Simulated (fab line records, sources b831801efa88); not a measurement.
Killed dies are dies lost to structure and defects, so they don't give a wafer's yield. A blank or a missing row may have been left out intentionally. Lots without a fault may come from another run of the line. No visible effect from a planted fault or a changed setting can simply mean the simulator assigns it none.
A struck lot beside a sound one	flow sky130	22 steps out of a route of 708
Sound: wafers L819.1, L819.2, L819.4. Struck: wafers L824.2, L824.4, L824.6. The cause is given at the end.
For every step that has rows: the tool of each side, followed by ch and its chambers, followed by its first start. Under that, the readings that differ: sound wafers	struck wafers	difference of the means	sigmas: that difference in standard deviations of wafers without a fault.
alike: readings with means less than 2 such deviations apart, plus words and numbers identical on both sides. not compared: withheld readings, readings lacking a value on some wafer, bounds such as >300 that could conceal the same value, and numbers that have no deviation in the record and whose values overlap.
The two part at a step that has a row with sigmas, a row that says differs or no value, or rows on one side only. When numbers do not overlap yet have no deviation, they are printed without sigmas and do not part them. A reading that every wafer of one side lacks parts them only if that side has two wafers or more.

SKY_POLY_GATE_THK_MEAS_21:
  sound on filmMetro-01, day 16 19:31; struck on filmMetro-01, day 18 19:58
  alike: POLY_GATE_OXIDATION_THK
SKY_POLY_GATE_CD_MEAS_22:
  sound on cdSem-02, day 16 19:35; struck on cdSem-02, day 18 20:02
  alike: cdNm
then, 7 steps without rows for these wafers: SKY_LDD_N_DEHYDRATE_00 (time 60 s); SKY_LDD_N_HMDS_01 (prime time 60 s); SKY_LDD_N_COAT_02 (resist thk 300 nm); SKY_LDD_N_SOFTBAKE_03 (time 60 s); SKY_LDD_N_EXPOSE_04 (exposes mask NTM, target cd 840 nm); SKY_LDD_N_PEB_05; SKY_LDD_N_DEVELOP_06 (develop time 60 s).
SKY_LDD_N_OVL_MEAS_07:
  sound on overlay-01, day 18 00:21; struck on overlay-01, day 20 02:18
  alike: LDD_N_OVL
then, 2 steps without rows for these wafers: SKY_LDD_N_IMPLANT_08; SKY_LDD_N_IMPLANT_09.
SKY_LDD_N_IMPLANT_10:
  sound on implanter-02 ch 0, day 18 00:41; struck on implanter-01 ch 0, day 20 02:59
  alike: beamOnS, endStationPressureTorr
then, 5 steps without rows for these wafers: SKY_LDD_N_IMPLANT_11; SKY_LDD_N_IMPLANT_12; SKY_LDD_N_IMPLANT_13; SKY_LDD_N_IMPLANT_14; SKY_LDD_N_IMPLANT_15.
SKY_LDD_N_STRIP_16: strips in O2/N2.
  sound on plasmaAsher-02 ch 0,1, day 18 01:35; struck on plasmaAsher-02 ch 0,1, day 20 03:51
reading	sound	struck	difference	sigmas
stripTimeToEndpointS (s)	4.306 4.306 4.299	4.534 4.532 4.551	+0.235	+16
  alike: drypumpMotorCurrentA, oesProductAu
  not compared: rfHoursCounterH
SKY_LDD_N_TW_MEAS_17:
  sound on filmMetro-02, day 18 01:41; struck on filmMetro-01, day 20 04:11
reading	sound	struck	difference	sigmas
LDD_N_TW	2561 2569 2555	2677 2681 2679	+117	+5
then, 1 step without rows for these wafers: SKY_LDD_P_DEHYDRATE_00 (time 60 s).
-- record jumps: 27 days separate the struck wafers' starts on either side; left off in module LDD_P, taken up again in module PAD_OPEN, whose first shown step is the route's number 708 --
SKY_PAD_OPEN_PROBE_99:
  sound on prober-02, day 46 01:40; struck on prober-02, day 47 08:59
reading	sound	struck	difference	sigmas
model.etest.tipN.rsOhmSq	440.2 439.3 437.8	395.4 393.7 395.1	-44.4	
model.etest.nfet_01v8_turned.vtSatV (V)	0.638 0.6476 0.6425	0.6324 0.6378 0.6351	-0.0076	
  alike: killed_at_M0_to_M3, killed_at_M4_up, killedAtContacts, killedAtFrontEnd, killedAtOther, killedDies, killedOnRim, killedOpen, killedShort
  not compared: model.etest.nfet_01v8_swapped.vtSatV, model.etest.nfet_01v8_lvt.vtV

WHERE THEY PART
At SKY_LDD_N_STRIP_16 first; at SKY_LDD_N_TW_MEAS_17 last (within this record only). Later steps at which nothing parts them and some readings are alike: SKY_PAD_OPEN_PROBE_99.

WHY: what had been put in by the simulator
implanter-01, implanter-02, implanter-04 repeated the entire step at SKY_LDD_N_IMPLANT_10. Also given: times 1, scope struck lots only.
